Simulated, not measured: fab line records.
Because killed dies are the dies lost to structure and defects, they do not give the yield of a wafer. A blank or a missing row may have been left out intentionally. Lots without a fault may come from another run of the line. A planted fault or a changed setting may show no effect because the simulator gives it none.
A lot that was struck, set against a sound lot || flow sky130 || 35 steps out of a route of 708
Sound: these wafers, L561.1, L561.4, L561.5. Struck: wafer L576.3; the same lot's L576.5 was not struck, so it is left out; see the end for the cause.
Each step with rows lists, per side, the tool, then ch with its chambers, then its first start. Under that, the readings that differ: sound wafers || struck wafers || difference of the means || sigmas: that difference in standard deviations of wafers without a fault.
alike: a reading whose means differ by less than 2 such deviations, as well as words and numbers matching on both sides. not compared: withheld readings; readings where some wafer has no value; bounds like >300 that might hide an equal value; numbers whose values overlap and for which the record gives no deviation.
A row with sigmas, a row that says differs or no value, or rows on one side alone: a step with any of these is where the two part. Numbers that don't overlap but have no deviation are shown without sigmas and don't part them. A reading missing from all wafers of one side parts the sides only when that side holds two or more wafers.

SKY_LOCAL_INTERCONNECT_CD_MEAS_11 targets a cd of 170 nm.
  sound: cd sem-02 at day 31 02:22; struck: cd sem-01 at day 35 11:12
  alike: cd nm
SKY_LOCAL_INTERCONNECT_OVL_MEAS_12:
  sound: overlay-01 at day 31 02:30; struck: overlay-02 at day 35 11:17
{"reading": "LOCAL_INTERCONNECT_OVL (nm)", "sound": "-5 1 -7", "struck": 9, "difference": "+13", "sigmas": "+2"}
then, 1 step without rows for these wafers: SKY_LOCAL_INTERCONNECT_ETCH_13 (etches BARC in N2/H2, stops on SiO2, time 45.9 s, target depth 60 nm).
SKY_LOCAL_INTERCONNECT_METAL_ETCH_14: etches TiN in Cl2/BCl3, stops on PSG, target depth 110 nm, time 31.4 s.
  sound on rie metal-02 ch 0,1, day 31 02:36; struck on rie metal-02 ch 1, day 35 11:24
  alike: drypump motor current A, oes product au, throttle valve pct
  not compared: rf hours counter h
SKY_LOCAL_INTERCONNECT_STRIP_15: strips in O2/N2.
  sound on plasma asher-02 ch 1, day 31 02:39; struck on plasma asher-02 ch 0, day 35 11:28
  alike: drypump motor current A, oes product au, strip time to endpoint s
  not compared: rf hours counter h
then, 3 steps without rows for these wafers: SKY_LOCAL_INTERCONNECT_STRIP_16 (strips in post etch residue remover, time 1200 s); SKY_LOCAL_INTERCONNECT_CLEAN_17 (cleans in IPA, time 180 s); SKY_LOCAL_INTERCONNECT_CLEAN_18 (cleans in O3/DIW).
SKY_CONTACT_CVD_00: deposits Si3N4, target thk 75 nm.
  sound on pecvd-01 ch 0,1,2, day 31 03:15; struck on pecvd-02 ch 0, day 35 12:05
  alike: heater power w
SKY_CONTACT_THK_MEAS_01:
  sound: film metro-04 at day 31 03:17; struck: film metro-01 at day 35 12:08
  alike: CONTACT_CVD_00_THK
then, 1 step without rows for these wafers: SKY_CONTACT_HDPCVD_02 (deposits SiO2, target thk 565 nm, time 94.2 s).
SKY_CONTACT_THK_MEAS_03:
  sound: film metro-02 at day 31 03:25; struck: film metro-02 at day 35 12:16
  alike: CONTACT_HDPCVD_THK
SKY_CONTACT_CMP_04: polishes SiO2.
  sound on cmp-01 ch 1,2, day 31 03:31; struck on cmp-02 ch 3, day 35 12:24
{"reading": "time to endpoint s (s)", "sound": "83 89 82", "struck": 115, "difference": "+30", "sigmas": "+6"}
{"reading": "model.SiO2_of_CONTACT_HDPCVD_02.thk nm (nm)", "sound": "339.2 340.8 340.5", "struck": 422, "difference": "+82", "sigmas": ""}
  alike: motor current A
SKY_CONTACT_BOW_MEAS_05:
  sound: film metro-04 at day 31 03:46; struck: film metro-01 at day 35 12:56
  not compared: hold, CONTACT_BOW
then, 7 steps without rows for these wafers: SKY_CONTACT_HMDS_07 (prime time 60 s); SKY_CONTACT_COAT_08 (resist thk 60 nm); SKY_CONTACT_COAT_09 (resist thk 450 nm); SKY_CONTACT_SOFTBAKE_10 (time 90 s); SKY_CONTACT_EXPOSE_11 (exposes mask CTM1, target cd 170 nm); SKY_CONTACT_PEB_12; SKY_CONTACT_DEVELOP_13 (develop time 60 s).
SKY_CONTACT_CD_MEAS_14 targets a cd of 170 nm.
  sound: cd sem-02 at day 32 06:45; struck: cd sem-01 at day 36 15:26
  alike: cd nm
  not compared: hold
SKY_CONTACT_OVL_MEAS_15:
  sound: overlay-01 at day 32 06:52; struck: overlay-02 at day 36 19:55
{"reading": "hold", "sound": "- - -", "struck": "await dispo/4.4h/release", "difference": "no value on the sound wafers", "sigmas": ""}
  alike: CONTACT_OVL
then, 1 step without rows for these wafers: SKY_CONTACT_ETCH_16 (etches BARC in N2/H2, stops on SiO2, time 45.9 s, target depth 60 nm).
SKY_CONTACT_ETCH_17: etches SiO2 in C4F8/O2/Ar, stops on Si3N4, target depth 340 nm.
  sound on rie diel-03 ch 0,1,3, day 32 06:57; struck on rie diel-03 ch 0, day 36 19:59
{"reading": "oes product au (a.u.)", "sound": "0.892 0.889 0.894", "struck": 0.991, "difference": "+0.099", "sigmas": "+19"}
{"reading": "model.CONTACT.feature depth nm (nm)", "sound": "339.2 340.8 340.5", "struck": 406.1, "difference": "+65.9", "sigmas": ""}
{"reading": "model.etch.depth nm (nm)", "sound": "339.2 340.8 340.5", "struck": 406.1, "difference": "+65.9", "sigmas": ""}
then, 6 steps without rows for these wafers: SKY_CONTACT_ETCH_18 (etches Si3N4 in CHF3/O2, stops on TiN, time 39 s, target depth 75 nm); SKY_CONTACT_STRIP_19 (strips in O2/N2); SKY_CONTACT_STRIP_20 (strips in post etch residue remover, time 1200 s); SKY_CONTACT_CLEAN_21 (cleans in IPA, time 180 s); SKY_CONTACT_CLEAN_22 (cleans in O3/DIW); SKY_CONTACT_SPUTTER_23 (material TiN, target thk 20 nm, time 80 s).
SKY_CONTACT_CVD_24: deposits W, target thk 340 nm, time 102.12 s.
  sound on cvd w-02 ch 0,1, day 32 07:41; struck on cvd w-01 ch 1, day 37 05:34
  alike: heater power w
SKY_CONTACT_CMP_27: polishes, stops on SiO2, t overpolish 15 s, target thk 0 nm.
  sound on cmp-01 ch 0,1,3, day 32 08:05; struck on cmp-02 ch 0, day 37 05:56
{"reading": "model.SiO2_of_CONTACT_HDPCVD_02.thk nm (nm)", "sound": "336 337.6 337.3", "struck": 418.8, "difference": "+81.8", "sigmas": ""}
  alike: motor current A
SKY_METAL1_SPUTTER_00: material Ti, target thk 15 nm, time 10 s.
  sound wafers here have rows in the record (pvd sputter-02, day 32 08:17); struck ones have none
-- the record jumps here: 12 days lie between the struck wafers' starts before and after (it left off in module METAL1 and takes up again in module PAD_OPEN, whose first step shown is number 708 of the route) --
SKY_PAD_OPEN_PROBE_99:
  sound: prober-02 at day 46 08:17; struck: prober-01 at day 49 13:18
{"reading": "hold", "sound": "- - -", "struck": "await dispo/4.5h/release", "difference": "no value on the sound wafers", "sigmas": ""}
{"reading": "killed at contacts", "sound": "23 33 29", "struck": 292, "difference": "+264", "sigmas": "+44"}
{"reading": "killed dies", "sound": "82 104 94", "struck": 363, "difference": "+270", "sigmas": "+28"}
{"reading": "killed on rim", "sound": "16 20 17", "struck": 56, "difference": "+38", "sigmas": "+11"}
{"reading": "killed short", "sound": "32 49 40", "struck": 54, "difference": "+14", "sigmas": "+2"}
  alike: killed_at_M0_to_M3, killed_at_M4_up, killed at front end, killed at other, killed open

WHERE THEY PART
Earliest at SKY_LOCAL_INTERCONNECT_OVL_MEAS_12; latest, in this record, at SKY_PAD_OPEN_PROBE_99.

WHY: the cause the simulator had injected
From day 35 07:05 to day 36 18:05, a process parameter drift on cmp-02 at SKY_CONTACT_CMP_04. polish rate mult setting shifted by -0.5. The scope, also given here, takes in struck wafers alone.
